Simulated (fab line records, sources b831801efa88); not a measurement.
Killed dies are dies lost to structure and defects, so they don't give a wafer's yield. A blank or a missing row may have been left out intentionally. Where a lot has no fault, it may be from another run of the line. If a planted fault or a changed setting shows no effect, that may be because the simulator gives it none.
A lot that was struck, set against a sound lot + flow sky130 + 18 out of 708 route steps
Sound: these wafers, L645.2, L645.4, L645.5. Struck: wafers L657.3, L657.4, L657.5. The cause is given at the end.
Per side, at each step with rows, come the tool, then ch with its chambers, and then its first start. Under that, the readings that differ: sound wafers + struck wafers + difference of the means + sigmas: that difference in standard deviations of wafers without a fault.
alike: readings whose means differ by less than 2 such deviations, and words and numbers that are the same on both sides. not compared: withheld readings, readings that some wafer has no value for, bounds like >300 that may hide the same value, and numbers for which the record gives no deviation and whose values overlap.
A row with sigmas, a row that says differs or no value, or rows on one side alone: a step with any of these is where the two part. Numbers that have no deviation but don't overlap get no sigmas and don't part them. A reading that every wafer of one side lacks parts them only if that side has two wafers or more.

first, 3 steps without rows for these wafers: SKY_LDD_P_EXPOSE_04 (exposes mask PSDM, target cd 380 nm); SKY_LDD_P_PEB_05; SKY_LDD_P_DEVELOP_06 (develop time 60 s).
SKY_LDD_P_CD_MEAS_07 targets a cd of 380 nm.
  sound on cdSem-02 at day 23 18:32; struck on cdSem-01 at day 27 08:47
  alike: cdNm
SKY_LDD_P_OVL_MEAS_08:
  sound on overlay-01 at day 23 18:38; struck on overlay-02 at day 27 08:53
  alike: LDD_P_OVL
then, 1 step without rows for these wafers: SKY_LDD_P_IMPLANT_09.
SKY_LDD_P_STRIP_10: strips in O2/N2.
  sound on plasmaAsher-01 ch 0,1, day 23 18:49; struck on plasmaAsher-01 ch 0,1, day 27 09:05
  alike: drypumpMotorCurrentA, o2FlowSccm, oesProductAu, stripTimeToEndpointS
  not compared: rfHoursCounterH
SKY_LDD_P_TW_MEAS_11:
  sound on filmMetro-03 at day 23 18:55; struck on filmMetro-02 at day 27 09:11
  alike: LDD_P_TW
then, 4 steps without rows for these wafers: SKY_LDD_HVN_DEHYDRATE_00 (time 60 s); SKY_LDD_HVN_HMDS_01 (prime time 60 s); SKY_LDD_HVN_COAT_02 (resist thk 300 nm); SKY_LDD_HVN_SOFTBAKE_03 (time 60 s).
SKY_LDD_HVN_EXPOSE_04: exposes mask HVNTM, target cd 700 nm.
  sound on ilineStepper-02 ch 0, day 24 10:51; struck on ilineStepper-02 ch 0, day 27 22:54
| reading                       | sound                | struck            | difference | sigmas |
|-------------------------------|----------------------|-------------------|------------|--------|
| model.LDD_HVN.overlayXNm (nm) | -1.142 -1.142 -1.142 | 100.3 100.3 100.3 | +101.4     |        |
  alike: mask, reticleTempC, stageVelMmS
then, 2 steps without rows for these wafers: SKY_LDD_HVN_PEB_05; SKY_LDD_HVN_DEVELOP_06 (develop time 60 s).
SKY_LDD_HVN_OVL_MEAS_07:
  sound on overlay-02 at day 25 01:24; struck on overlay-02 at day 28 14:03
| reading          | sound        | struck           | difference | sigmas |
|------------------|--------------|------------------|------------|--------|
| LDD_HVN_OVL (nm) | -2.5 0.6 0.5 | 99.5 100.1 100.2 | +100.4     | +84    |
then, 1 step without rows for these wafers: SKY_LDD_HVN_IMPLANT_08.
-- here the record skips 23 days between the struck wafers' starts before and after, leaving off in module LDD_HVN and picking up in module PAD_OPEN (first step shown: number 708 of the route) --
SKY_PAD_OPEN_PROBE_99:
  sound on prober-02 at day 49 17:32; struck on prober-02 at day 51 15:11
  alike: killed_at_M0_to_M3, killed_at_M4_up, killedAtContacts, killedAtFrontEnd, killedAtOther, killedDies, killedOpen, killedShort

## WHERE THEY PART
SKY_LDD_HVN_OVL_MEAS_07 only, going by this record. Later steps at which nothing parts them and some readings are alike: SKY_PAD_OPEN_PROBE_99.

WHY: whatever the simulator had introduced
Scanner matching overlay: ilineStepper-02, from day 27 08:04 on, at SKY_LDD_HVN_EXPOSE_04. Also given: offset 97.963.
